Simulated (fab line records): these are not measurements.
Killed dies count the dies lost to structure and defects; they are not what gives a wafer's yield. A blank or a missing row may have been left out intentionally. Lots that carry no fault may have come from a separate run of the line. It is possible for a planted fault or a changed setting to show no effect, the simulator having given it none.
Struck lot and sound lot, side by side || flow gf180mcu || 15 out of 602 route steps
Sound: the wafers L623.2, L623.5, L623.6. Wafers struck: L618.3, L618.4, L618.6. At the end, the cause is stated.
At each step with rows: each side's tool, then ch and its chambers, then its first start. Under that, the readings that differ: sound wafers || struck wafers || difference of the means || sigmas: that difference in standard deviations of wafers without a fault.
alike: a reading whose means differ by less than 2 such deviations, as well as words and numbers matching on both sides. not compared: withheld readings; readings where some wafer has no value; bounds like >300 that might hide an equal value; numbers whose values overlap and for which the record gives no deviation.
The two part at a step that has a row with sigmas, a row that says differs or no value, or rows on one side only. When numbers do not overlap yet have no deviation, they are printed without sigmas and do not part them. Lack of a reading on every wafer of one side parts them only where that side has two or more wafers.

first, 6 steps without rows for these wafers: GF_M4_HMDS_08 (prime time 60 s); GF_M4_COAT_09 (resist thk 1000 nm); GF_M4_SOFTBAKE_10 (time 60 s); GF_M4_EXPOSE_11 (exposes mask Metal4, target cd 280 nm); GF_M4_PEB_12 (peb time 90 s); GF_M4_DEVELOP_13 (develop time 60 s).
GF_M4_CD_MEAS_14: target cd 280 nm.
  sound on cd sem-01, day 28 14:29; struck on cd sem-02, day 27 07:42
  alike: cd nm
GF_M4_OVL_MEAS_15:
  sound on overlay-02, day 28 14:35; struck on overlay-02, day 27 07:47
  alike: M4_OVL
GF_M4_METAL_ETCH_16: etches the open film in Cl2/BCl3, stops on SiO2, target depth 750.8 nm, time 125.1 s.
  sound on rie metal-02 ch 0,1, day 28 14:37; struck on rie metal-04 ch 0,1, day 27 07:52
  alike: drypump motor current A, he backside leak sccm, oes product au, throttle valve pct
  not compared: rf hours counter h
GF_M4_STRIP_17: strips in O2/N2.
  sound on plasma asher-04 ch 0,1, day 28 14:45; struck on plasma asher-04 ch 0,1, day 27 07:58
  alike: drypump motor current A, heater power w, oes product au, strip time to endpoint s
  not compared: rf hours counter h
then, 2 steps without rows for these wafers: GF_M4_STRIP_18 (strips in post etch residue remover, time 1200 s); GF_M4_CLEAN_19 (cleans in DIW).
GF_V4_CVD_00: deposits SiO2, target thk 600 nm, time 100 s.
  sound on hdpcvd-01 ch 0,2, day 28 15:19; struck on hdpcvd-01 ch 0,1, day 27 08:44
  alike: susceptor temp C
GF_V4_THK_MEAS_01:
  sound on film metro-04, day 28 15:24; struck on film metro-01, day 27 09:05
{"reading": "V4_CVD_00_THK (nm)", "sound": "603 610 602", "struck": "1189 1189 1192", "difference": "+585", "sigmas": "+87"}
GF_PASSIVATION_PROBE_99:
  the record holds rows for the sound wafers here (prober-01, day 33 09:18) but none for the struck ones

WHERE THEY PART
Last at GF_PASSIVATION_PROBE_99 as far as this record goes, first at GF_V4_THK_MEAS_01.

WHY: what had been put in by the simulator
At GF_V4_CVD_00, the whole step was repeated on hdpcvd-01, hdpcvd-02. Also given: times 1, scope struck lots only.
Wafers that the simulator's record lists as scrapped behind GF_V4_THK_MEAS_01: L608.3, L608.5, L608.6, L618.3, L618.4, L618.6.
